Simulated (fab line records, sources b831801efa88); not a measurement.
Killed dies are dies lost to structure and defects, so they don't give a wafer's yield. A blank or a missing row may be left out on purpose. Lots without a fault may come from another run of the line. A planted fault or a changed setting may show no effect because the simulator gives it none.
One fault seen from 2 desks | flow gf180mcu | each desk has only its own numbers; what lay behind them comes last

THE METROLOGY DESK
What the gauges read, lot by lot, whatever tool the lot ran on: means of the sampled wafers that have a number. A lot is out of limits, marked OUT, if its mean lies more than 4 standard deviations from the usual mean; the brackets give that distance.
Columns: A = HV_LDD_3_TW at GF_HV_LDD_TW_MEAS_38, usual 1427; B = PSD_OVL at GF_PSD_OVL_MEAS_08, usual -0.6 nm; C = cd_nm at GF_SAB_CD_MEAS_09, usual 419.6 nm
lot  | first seen here | A    | B    | C
L588 | day 11 18:32    | 1451 | -1.3 | 416.4
L589 | day 11 19:31    | 1417 | -2.6 | 415.5
L590 | day 12 01:28    | 1409 | -1.4 | 417.3
L591 | day 12 09:02    | 1423 | 0.8  | 418.9
L592 | day 12 12:22    | 1413 | -0.5 | 422.7
L593 | day 13 01:58    | 1433 | -1.3 | 421.2
L595 | day 13 23:19    | 1429 | -0.3 | 502.9 (+38) OUT
L601 | day 16 08:04    | 1424 | 0.7  | 480.9 (+28) OUT
L609 | day 18 08:13    | 1415 | -0.9 | 420.4
L610 | day 18 21:25    | 1417 | 1.0  | 420.7
L611 | day 19 11:09    | 1419 | -1.3 | 420.2
This desk's finding: out of limits on L595, L601; first on L595, day 17 19:04 (cd_nm at GF_SAB_CD_MEAS_09). In limits: L588, L589, L590, L591, L592, L593, L609, L610, L611.

THE TOOL OWNER'S DESK: iline_stepper-01
The tool's own readings at GF_SAB_EXPOSE_06 (exposes mask SAB, target cd 420 nm): means of the sampled wafers that have a number, for each lot that ran on this tool. A lot is out of limits, marked OUT, if its mean lies more than 4 standard deviations from the usual mean; the brackets give that distance.
Columns: A = exposure_dose_mJ_cm2 at GF_SAB_EXPOSE_06, usual 139.31
lot  | first seen here | A
L590 | day 15 04:17    | 139.06
L592 | day 15 15:23    | 139.36
L595 | day 17 07:25    | 103.78 (-99 or more) OUT
L601 | day 20 01:04    | 111.99 (-99 or more) OUT
This desk's finding: out of limits on L595, L601; first on L595, day 17 07:25 (exposure_dose_mJ_cm2 at GF_SAB_EXPOSE_06). In limits: L590, L592.

PUT TOGETHER
The tool owner's desk could have raised an alarm at day 17 07:25, on L595, L601.
The metrology desk could have raised an alarm at day 17 19:04, on L595, L601.
Of the lots named, all ran GF_SAB_EXPOSE_06 on iline_stepper-01.

WHAT THE SIMULATOR HAD PUT IN
Process parameter drift: iline_stepper-01, from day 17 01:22 on, at GF_SAB_EXPOSE_06. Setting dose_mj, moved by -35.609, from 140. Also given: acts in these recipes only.
Lots struck among those shown: L595, L601.
Hours from the fault's start to each desk's first reading out of limits: the tool owner's desk, 6; the metrology desk, 18.
